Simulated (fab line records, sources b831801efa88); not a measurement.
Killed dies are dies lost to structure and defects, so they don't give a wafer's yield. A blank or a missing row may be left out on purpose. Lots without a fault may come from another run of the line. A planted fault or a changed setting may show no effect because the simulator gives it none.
fab line records | flow sfq_line | part 1 of 2: steps 1 to 26 of 37
record lots=5 wafers=15 last_day=85
route steps=325 shown M6@251 I6@266 M7@281
lots that met no fault: from a run of the same line without faults
start_h: hours from the record's first day to the start of the lot's first wafer shown | wait_h: hours since the lot's step before | " the same as in the row above | L1.1+2: a row that stands for several wafers | - no value, or no start given | * or withheld: withheld | < > ~ a bound
route shown NAME@n: a module of which the file shows steps, and the number in the route of the first | usual: mean/standard deviation of fault-free wafers | same: alike in all rows | chamber/n: place in a boat | sites: the reading at each site | _std_site: their standard deviation | _edge_site: outer sites' mean less inner sites' | radius_mm: how far each site lies from the wafer's centre | mask NAME#n: copy n | behind: the tool/chamber that last shaped the wafer | hold: why the lot was held/for how many hours/how that ended | device: the transistor (n, p or np) that didn't switch | end of line: the same wafers' tests at the end of the route | a step without rows: its recipe alone | killed: dies lost to structure and defects at the first sort, not the wafer's yield | map: a wafer's dies, x killed, . not, _ none there
set.NAME: the setting as run; set.NAME@STEP: as run at that earlier step | model.NAME: the simulator's own value behind a step, which no gauge read
lots at some steps of the route; a table a step, a row a wafer
services: from which hour (start_h, from the record's first day; less than 0 if before it) a tool's chamber was out of use, for how many hours, and why
## steps
# step SFQ_TRILAYER_M6_DEP_PRE_CLEAN_158
# recipe gas=Ar time_s=22.5 bias_v=250
# usual bias_v=250.2/2.7
# columns lot.wafer tool chamber start_h wait_h bias_v
L075.4 pvd_sputter-06 - 1581.85 0.0 250.4
L075.5 " - " " 255.2
L075.6 " - " " 248.0
L083.2 pvd_sputter-06 - 1675.40 0.0 248.5
L083.5 " - " " 251.9
L083.6 " - " " 251.1
L086.1 pvd_sputter-06 - 1703.24 0.0 254.6
L086.4 " - " " 250.6
L086.6 " - " " 248.8
L087.2 pvd_sputter-05 - 1708.02 0.0 247.6
L087.3 " - " " 252.3
L087.4 " - " " 254.4
L088.1 pvd_sputter-04 - 1710.44 0.0 251.5
L088.2 " - " " 253.6
L088.5 " - " " 251.0
# step SFQ_TRILAYER_M6_DEP_SPUTTER_157
# recipe material=Nb base_pressure_pa=1.33e-06 chamber_pressure_pa=0.1333 substrate_temp_c=20 target_thk_nm=200 power_w=2000 time_s=133.3
# usual throttle_valve_pct=29.9/0.84
# columns lot.wafer tool chamber start_h wait_h throttle_valve_pct
L075.4 pvd_sputter-06 - 1581.87 0.0 30.3
L075.5 " - " " 30.0
L075.6 " - " " 28.3
L083.2 pvd_sputter-06 - 1675.43 0.0 31.3
L083.5 " - " " 30.0
L083.6 " - " " 29.5
L086.1 pvd_sputter-06 - 1703.27 0.0 31.4
L086.4 " - " " 28.0
L086.6 " - " " 29.9
L087.2 pvd_sputter-05 - 1708.05 0.0 30.2
L087.3 " - " " 30.3
L087.4 " - " " 29.4
L088.1 pvd_sputter-04 - 1710.47 0.0 30.4
L088.2 " - " " 29.2
L088.5 " - " " 29.1
# step SFQ_M6_RS_MEAS_938
# recipe thk_meas_gauge=four-point-probe reads=Nb_of_TRILAYER_M6_DEP_SPUTTER_157
# usual M6_NB_RS=0.891/0.0088
# columns lot.wafer tool chamber start_h wait_h M6_NB_RS[ohm/sq]
L075.4 film_metro-02 - 1582.03 0.1 0.887
L075.5 " - " " 0.883
L075.6 " - " " 0.892
L083.2 film_metro-04 - 1675.54 0.1 0.887
L083.5 " - " " 0.893
L083.6 " - " " 0.893
L086.1 film_metro-03 - 1703.36 0.0 0.883
L086.4 " - " " 0.887
L086.6 " - " " 0.875
L087.2 film_metro-03 - 1708.16 0.1 0.889
L087.3 " - " " 0.893
L087.4 " - " " 0.885
L088.1 film_metro-03 - 1710.56 0.0 0.904
L088.2 " - " " 0.911
L088.5 " - " " 0.893
# step SFQ_TRILAYER_M6_LITHO_COAT_164
# recipe resist=BARC spin_rpm=3000 resist_thk_nm=62
# usual spin_speed_rpm=3000.3/2.1
# columns lot.wafer tool chamber start_h wait_h spin_speed_rpm
L075.4 litho_track-01 0 1582.30 0.2 3000.0
L075.5 " 0 " " 2999.4
L075.6 " 0 " " 3002.2
L083.2 litho_track-01 0 1675.75 0.1 3004.7
L083.5 " 0 " " 3001.4
L083.6 " 0 " " 3002.3
L086.1 litho_track-01 0 1703.54 0.1 3000.1
L086.4 " 0 " " 3002.2
L086.6 " 0 " " 3000.7
L087.2 litho_track-01 0 1708.37 0.1 3002.8
L087.3 " 0 " " 2999.6
L087.4 " 0 " " 3000.6
L088.1 litho_track-03 0 1710.74 0.1 3002.1
L088.2 " 0 " " 3002.8
L088.5 " 0 " " 3001.3
# step SFQ_TRILAYER_M6_LITHO_COAT_159
# recipe resist=KrF spin_rpm=3000 resist_thk_nm=600
# usual spin_speed_rpm=2999.9/2.1
# columns lot.wafer tool chamber start_h wait_h spin_speed_rpm
L075.4 litho_track-01 0 1582.60 0.2 2998.9
L075.5 " 0 " " 2999.4
L075.6 " 0 " " 2999.2
L083.2 litho_track-01 0 1676.05 0.2 2998.3
L083.5 " 0 " " 2999.7
L083.6 " 0 " " 2996.7
L086.1 litho_track-01 0 1703.84 0.2 3000.0
L086.4 " 0 " " 2999.3
L086.6 " 0 " " 3001.5
L087.2 litho_track-01 0 1708.67 0.2 2999.7
L087.3 " 0 " " 2999.2
L087.4 " 0 " " 2997.3
L088.1 litho_track-03 0 1711.04 0.2 3003.9
L088.2 " 0 " " 3000.5
L088.5 " 0 " " 3002.0
# step SFQ_TRILAYER_M6_LITHO_SOFTBAKE_163
# recipe temp_c=withheld time_s=withheld resist=KrF
# columns lot.wafer tool chamber start_h wait_h
L075.4+5+6 litho_track-01 0 1582.82 0.2
L083.2+5+6 litho_track-01 0 1676.33 0.2
L086.1+4+6 litho_track-01 0 1704.14 0.2
L087.2+3+4 litho_track-01 0 1708.95 0.2
L088.1+2+5 litho_track-03 0 1711.34 0.2
# step SFQ_TRILAYER_M6_LITHO_EXPOSE_160
# recipe mask_id=M6 na=0.6 source_shape=conventional sigma_outer=0.65 target_cd_nm=500 dose_mj=14.4
# usual reticle_temp_C=23.02/0.095
# columns lot.wafer tool chamber start_h wait_h mask reticle_temp_C
L075.4 krf_scanner-01 0 1703.82 - M6#0 23.09
L075.5 " 0 " " M6#0 23.02
L075.6 " 0 " " M6#0 23.03
L083.2 krf_scanner-01 0 1769.77 - M6#0 22.92
L083.5 " 0 " " M6#0 22.90
L083.6 " 0 " " M6#0 22.89
L086.1 krf_scanner-01 0 1801.97 - M6#0 22.95
L086.4 " 0 " " M6#0 23.19
L086.6 " 0 " " M6#0 23.15
L087.2 krf_scanner-02 0 1808.08 - M6#0 23.05
L087.3 " 0 " " M6#0 22.88
L087.4 " 0 " " M6#0 22.96
L088.1 krf_scanner-02 0 1810.28 - M6#0 23.00
L088.2 " 0 " " M6#0 23.21
L088.5 " 0 " " M6#0 23.03
# step SFQ_TRILAYER_M6_LITHO_PEB_162
# recipe peb_temp_c=115 peb_time_s=60 resist=KrF
# columns lot.wafer tool chamber start_h wait_h
L075.4+5+6 litho_track-04 0 1704.50 0.5
L083.2+5+6 litho_track-04 0 1770.80 0.8
L086.1+4+6 litho_track-04 0 1803.17 1.0
L087.2+3+4 litho_track-04 0 1809.11 0.8
L088.1+2+5 litho_track-03 0 1811.48 1.0
# step SFQ_TRILAYER_M6_LITHO_DEVELOP_161
# recipe time_s=60 resist=KrF
# columns lot.wafer tool chamber start_h wait_h
L075.4+5+6 litho_track-04 0 1704.65 0.1
L083.2+5+6 litho_track-04 0 1770.95 0.1
L086.1+4+6 litho_track-04 0 1803.32 0.1
L087.2+3+4 litho_track-04 0 1809.26 0.1
L088.1+2+5 litho_track-03 0 1811.63 0.1
# step SFQ_M6_OVL_MEAS_940
# usual M6_OVL=5/5.5
# columns lot.wafer tool chamber start_h wait_h M6_OVL[nm]
L075.4 overlay-02 - 1704.74 0.1 6
L075.5 " - " " 8
L075.6 " - " " 14
L083.2 overlay-01 - 1771.08 0.1 9
L083.5 " - " " 1
L083.6 " - " " 4
L086.1 overlay-01 - 1803.47 0.1 -1
L086.4 " - " " 2
L086.6 " - " " 13
L087.2 overlay-01 - 1809.39 0.1 -2
L087.3 " - " " 8
L087.4 " - " " 2
L088.1 overlay-01 - 1811.78 0.1 4
L088.2 " - " " 9
L088.5 " - " " -2
# step SFQ_TRILAYER_M6_BARC_OPEN_METAL_ETCH_206
# recipe mask_material=PR chemistry=O2 target_depth_nm=125 target=BARC icp_w=600 bias_w=80 pressure_mtorr=10 time_s=41.7
# usual drypump_motor_current_A=5.7/0.36 oes_product_au=0.685/0.0045
# columns lot.wafer tool chamber start_h wait_h drypump_motor_current_A oes_product_au rf_hours_counter_h
L075.4 rie_metal-02 1 1704.78 0.0 5.8 0.685 -
L075.5 " 1 " " 5.8 0.683 -
L075.6 " 0 " " 5.6 0.684 -
L083.2 rie_metal-02 0 1771.13 0.0 5.6 0.688 -
L083.5 " 0 " " 5.6 0.687 -
L083.6 " 0 " " 5.6 0.691 -
L086.1 rie_metal-03 1 1803.51 0.0 4.8 0.691 3
L086.4 " 0 " " 6.1 0.689 -
L086.6 " 1 " " 4.8 0.684 -
L087.2 rie_metal-04 1 1809.42 0.0 5.7 0.681 68
L087.3 " 0 " " 5.6 0.690 -
L087.4 " 1 " " 5.7 0.677 -
L088.1 rie_metal-04 1 1811.82 0.0 5.7 0.686 68
L088.2 " 0 " " 5.6 0.690 84
L088.5 " 0 " " 5.6 0.691 -
# step SFQ_TRILAYER_M6_ETCH_METAL_ETCH_162
# recipe target=Nb stop_on=SiO2 mask_material=PR chemistry=Cl2/Ar target_depth_nm=240 icp_w=600 bias_w=80 pressure_mtorr=10 time_s=120
# usual drypump_motor_current_A=5.7/0.36 oes_product_au=0.894/0.0068
# columns lot.wafer tool chamber start_h wait_h drypump_motor_current_A oes_product_au rf_hours_counter_h
L075.4 rie_metal-02 1 1704.86 0.1 5.8 0.895 -
L075.5 " 1 " " 5.8 0.904 -
L075.6 " 0 " " 5.6 0.895 -
L083.2 rie_metal-02 0 1771.27 0.1 5.6 0.893 -
L083.5 " 0 " " 5.6 0.884 -
L083.6 " 0 " " 5.6 0.893 -
L086.1 rie_metal-03 1 1803.57 0.0 4.8 0.897 3
L086.4 " 0 " " 6.1 0.896 -
L086.6 " 1 " " 4.8 0.902 -
L087.2 rie_metal-04 1 1809.48 0.0 5.7 0.895 68
L087.3 " 0 " " 5.6 0.891 -
L087.4 " 1 " " 5.6 0.894 -
L088.1 rie_metal-04 1 1811.88 0.0 5.7 0.885 68
L088.2 " 0 " " 5.6 0.883 84
L088.5 " 0 " " 5.5 0.894 -
# step SFQ_TRILAYER_M6_STRIP_STRIP_163
# recipe gas=O2 power_w=200 platen_temp_c=40 overash_fraction=0.65 chemistry=O2 pressure_mtorr=50
# usual drypump_motor_current_A=5.6/0.36 oes_product_au=1.001/0.0093 platen_temp_c=40.02/0.11
# columns lot.wafer tool chamber start_h wait_h drypump_motor_current_A oes_product_au platen_temp_c rf_hours_counter_h
L075.4 rie_metal-02 1 1705.14 0.2 5.8 1.009 40.06 -
L075.5 " 1 " " 5.8 1.016 40.00 -
L075.6 " 0 " " 5.6 0.991 40.21 -
L083.2 rie_metal-02 0 1771.68 0.4 5.6 0.996 40.03 -
L083.5 " 0 " " 5.6 1.003 40.05 -
L083.6 " 0 " " 5.6 0.999 40.06 -
L086.1 rie_metal-03 1 1803.69 0.1 4.8 0.990 40.08 3
L086.4 " 0 " " 6.1 1.008 40.10 -
L086.6 " 1 " " 4.8 0.998 40.15 -
L087.2 rie_metal-04 1 1809.61 0.1 5.6 0.998 40.16 68
L087.3 " 0 " " 5.6 0.994 39.97 -
L087.4 " 1 " " 5.6 1.004 40.21 -
L088.1 rie_metal-04 1 1812.01 0.1 5.7 0.991 39.95 69
L088.2 " 0 " " 5.6 0.981 40.05 84
L088.5 " 0 " " 5.6 0.983 40.02 -
# step SFQ_TRILAYER_M6_STRIP_SOLV_CLEAN_164
# recipe chemistry=NMP temp_c=70 time_s=600
# columns lot.wafer tool chamber start_h wait_h
L075.4+5+6 wet_bench-02 7,3,6 1705.54 0.2
L083.2+5+6 wet_bench-02 0,1,2 1772.68 0.8
L086.1+4+6 wet_bench-02 6,1,5 1804.29 0.4
L087.2+3+4 wet_bench-01 0,1,2 1810.21 0.4
L088.1+2+5 wet_bench-01 1,7,0 1812.61 0.4
# step SFQ_TRILAYER_I6_DEP_PECVD_165
# recipe material=SiO2 temp_c=150 time_s=111.11 pressure_torr=2.4 rf_w=183.3 precursor=SiH4/N2O target_thk_nm=500
# usual heater_power_outer_w=33/8.2 heater_power_w=87/14 throttle_valve_pct=24.3/0.98
# columns lot.wafer tool chamber start_h wait_h heater_power_outer_w heater_power_w throttle_valve_pct
L075.4 pecvd-03 2 1705.76 0.0 51 117 23.0
L075.5 " 0 " " 24 70 22.3
L075.6 " 1 " " 19 62 23.6
L083.2 pecvd-03 1 1772.85 0.0 17 62 23.9
L083.5 " 0 " " 25 71 22.3
L083.6 " 2 " " 46 110 22.8
L086.1 pecvd-02 2 1804.47 0.0 27 76 24.2
L086.4 " 1 " " 35 96 24.7
L086.6 " 2 " " 29 80 24.6
L087.2 pecvd-02 2 1810.38 0.0 30 79 24.3
L087.3 " 0 " " 31 84 24.9
L087.4 " 1 " " 30 85 24.7
L088.1 pecvd-04 0 1812.78 0.0 43 100 24.2
L088.2 " 2 " " 32 88 26.2
L088.5 " 2 " " 22 74 26.3
# step SFQ_TRILAYER_I6_CMP_CMP_166
# recipe material=SiO2 down_force_psi=3 platen_rpm=60 pad_velocity_m_s=0.94248
# usual motor_current_A=9.8/0.99 time_to_endpoint_s=216/6.7
# columns lot.wafer tool chamber start_h wait_h motor_current_A time_to_endpoint_s
L075.4 cmp-02 3 1721.28 15.5 10.5 214
L075.6 " 3 1723.28 17.5 10.7 217
L075.5 " 0 " " 8.8 224
L083.2 cmp-02 2 1805.61 32.7 11.4 214
L083.6 " 1 1807.11 34.2 10.7 229
L083.5 " 2 " " 11.6 218
L086.4 cmp-02 2 1823.11 18.6 11.5 222
L086.1 " 3 " " 10.4 212
L086.6 " 2 1825.11 20.6 11.8 208
L087.3 cmp-02 2 1829.11 18.7 11.0 202
L087.4 " 0 1830.11 19.6 8.6 213
L087.2 " 1 " " 11.0 219
L088.2 cmp-01 3 1831.98 19.2 10.0 211
L088.1 " 0 " " 9.2 207
L088.5 " 2 1833.48 20.6 9.5 215
# step SFQ_I6_BOW_MEAS_941
# recipe mode=bow
# usual I6_BOW=8/8.8
# columns lot.wafer tool chamber start_h wait_h I6_BOW[um]
L075.4 film_metro-01 - 1724.34 2.6 -1
L075.5 " - " " -3
L075.6 " - " " 20
L083.2 film_metro-01 - 1808.13 2.0 -5
L083.5 " - " " -4
L083.6 " - " " 13
L086.1 film_metro-01 - 1826.11 2.0 12
L086.4 " - " " 10
L086.6 " - " " 12
L087.2 film_metro-01 - 1832.13 1.0 13
L087.3 " - " " 7
L087.4 " - " " 24
L088.1 film_metro-03 - 1833.98 1.0 7
L088.2 " - " " 9
L088.5 " - " " 3
# step SFQ_TRILAYER_I6_METRO_MEASURE_167
# usual thk_nm=200.2/1
# columns lot.wafer tool chamber start_h wait_h thk_nm
L075.4 film_metro-01 - 1725.00 0.6 200.0
L075.5 " - " " 199.6
L075.6 " - " " 199.7
L083.2 film_metro-01 - 1808.43 0.3 199.8
L083.5 " - " " 198.2
L083.6 " - " " 200.0
L086.1 film_metro-01 - 1826.23 0.1 199.3
L086.4 " - " " 198.4
L086.6 " - " " 198.4
L087.2 film_metro-01 - 1832.43 0.3 202.3
L087.3 " - " " 200.9
L087.4 " - " " 200.1
L088.1 film_metro-03 - 1834.10 0.1 200.3
L088.2 " - " " 200.0
L088.5 " - " " 200.8
# step SFQ_TRILAYER_I6_VIA_LITHO_COAT_174
# recipe resist=BARC spin_rpm=3000 resist_thk_nm=62
# usual spin_speed_rpm=2999.6/2.1
# columns lot.wafer tool chamber start_h wait_h spin_speed_rpm
L075.4 litho_track-01 0 1725.75 0.6 2997.3
L075.5 " 0 " " 2999.6
L075.6 " 0 " " 3001.6
L083.2 litho_track-02 0 1809.48 0.8 2996.2
L083.5 " 0 " " 2996.2
L083.6 " 0 " " 3001.0
L086.1 litho_track-01 0 1827.43 1.0 3001.7
L086.4 " 0 " " 3000.1
L086.6 " 0 " " 3002.5
L087.2 litho_track-04 0 1833.48 0.8 2997.8
L087.3 " 0 " " 2999.7
L087.4 " 0 " " 2999.5
L088.1 litho_track-02 0 1835.30 1.0 2999.3
L088.2 " 0 " " 3004.3
L088.5 " 0 " " 3003.0
# step SFQ_TRILAYER_I6_VIA_LITHO_COAT_169
# recipe resist=KrF spin_rpm=3000 resist_thk_nm=650
# usual spin_speed_rpm=3000.7/2.3
# columns lot.wafer tool chamber start_h wait_h spin_speed_rpm
L075.4 litho_track-01 0 1726.05 0.2 2999.0
L075.5 " 0 " " 3001.5
L075.6 " 0 " " 2999.6
L083.2 litho_track-02 0 1809.78 0.2 3000.1
L083.5 " 0 " " 2998.3
L083.6 " 0 " " 3000.4
L086.1 litho_track-01 0 1827.73 0.2 3001.1
L086.4 " 0 " " 3001.6
L086.6 " 0 " " 2999.5
L087.2 litho_track-04 0 1833.78 0.2 2997.4
L087.3 " 0 " " 3005.0
L087.4 " 0 " " 3002.1
L088.1 litho_track-02 0 1835.60 0.2 2998.9
L088.2 " 0 " " 2996.5
L088.5 " 0 " " 3001.4
# step SFQ_TRILAYER_I6_VIA_LITHO_SOFTBAKE_173
# recipe temp_c=withheld time_s=withheld resist=KrF
# columns lot.wafer tool chamber start_h wait_h
L075.4+5+6 litho_track-01 0 1726.28 0.2
L083.2+5+6 litho_track-02 0 1810.05 0.2
L086.1+4+6 litho_track-01 0 1828.03 0.2
L087.2+3+4 litho_track-04 0 1834.05 0.2
L088.1+2+5 litho_track-02 0 1835.90 0.2
# step SFQ_TRILAYER_I6_VIA_LITHO_EXPOSE_170
# recipe mask_id=I6 na=0.6 source_shape=conventional sigma_outer=0.65 target_cd_nm=700 dose_mj=21.3
# usual reticle_temp_C=23.01/0.1
# columns lot.wafer tool chamber start_h wait_h mask reticle_temp_C
L075.4 krf_scanner-02 0 1826.48 - I6#0 23.12
L075.5 " 0 " " I6#0 23.02
L075.6 " 0 " " I6#0 22.91
L083.2 krf_scanner-02 0 1893.88 - I6#0 23.12
L083.5 " 0 " " I6#0 23.05
L083.6 " 0 " " I6#0 22.98
L086.1 krf_scanner-01 0 1911.74 - I6#0 23.02
L086.4 " 0 " " I6#0 22.94
L086.6 " 0 " " I6#0 22.98
L087.2 krf_scanner-01 0 1921.54 - I6#0 22.99
L087.3 " 0 " " I6#0 23.06
L087.4 " 0 " " I6#0 23.12
L088.1 krf_scanner-01 0 1924.94 - I6#0 22.96
L088.2 " 0 " " I6#0 23.10
L088.5 " 0 " " I6#0 22.91
# step SFQ_TRILAYER_I6_VIA_LITHO_PEB_172
# recipe peb_temp_c=115 peb_time_s=60 resist=KrF
# columns lot.wafer tool chamber start_h wait_h
L075.4+5+6 litho_track-04 0 1827.16 0.5
L083.2+5+6 litho_track-02 0 1894.90 0.8
L086.1+4+6 litho_track-02 0 1912.94 1.0
L087.2+3+4 litho_track-04 0 1922.56 0.8
L088.1+2+5 litho_track-02 0 1926.14 1.0
# step SFQ_TRILAYER_I6_VIA_LITHO_DEVELOP_171
# recipe time_s=60 resist=KrF
# columns lot.wafer tool chamber start_h wait_h
L075.4+5+6 litho_track-04 0 1827.31 0.1
L083.2+5+6 litho_track-02 0 1895.05 0.1
L086.1+4+6 litho_track-02 0 1913.09 0.1
L087.2+3+4 litho_track-04 0 1922.71 0.1
L088.1+2+5 litho_track-02 0 1926.29 0.1
# step SFQ_I6_OVL_MEAS_942
# usual I6_OVL=2/5
# columns lot.wafer tool chamber start_h wait_h I6_OVL[nm]
L075.4 overlay-01 - 1827.40 0.1 9
L075.5 " - " " 15
L075.6 " - " " 9
L083.2 overlay-02 - 1895.18 0.1 1
L083.5 " - " " -8
L083.6 " - " " -6
L086.1 overlay-01 - 1913.24 0.1 -1
L086.4 " - " " 7
L086.6 " - " " 3
L087.2 overlay-02 - 1922.84 0.1 -3
L087.3 " - " " -5
L087.4 " - " " -3
L088.1 overlay-02 - 1926.44 0.1 5
L088.2 " - " " 11
L088.5 " - " " 7
# step SFQ_TRILAYER_I6_VIA_BARC_OPEN_VIA_ETCH_235
# recipe mask_material=PR chemistry=O2 target_depth_nm=125 target=BARC source_w=500 bias_w=80 pressure_mtorr=30 time_s=41.7
# usual drypump_motor_current_A=5.7/0.61 oes_product_au=0.685/0.0051
# columns lot.wafer tool chamber start_h wait_h drypump_motor_current_A oes_product_au rf_hours_counter_h
L075.4 rie_diel-01 0 1827.42 0.0 5.4 0.683 14
L075.5 " 3 " " 6.1 0.691 -
L075.6 " 2 " " 5.9 0.691 -
L083.2 rie_diel-04 2 1895.21 0.0 5.2 0.685 5
L083.5 " 3 " " 6.1 0.689 -
L083.6 " 0 " " 5.1 0.686 -
L086.1 rie_diel-01 2 1913.27 0.0 5.9 0.699 7
L086.4 " 3 " " 6.1 0.675 18
L086.6 " 0 " " 5.4 0.682 -
L087.2 rie_diel-04 0 1922.87 0.0 5.1 0.690 17
L087.3 " 2 " " 5.2 0.687 5
L087.4 " 2 " " 5.1 0.692 -
L088.1 rie_diel-03 3 1926.47 0.0 5.8 0.689 20
L088.2 " 1 " " 6.8 0.686 1
L088.5 " 2 " " 6.4 0.680 -
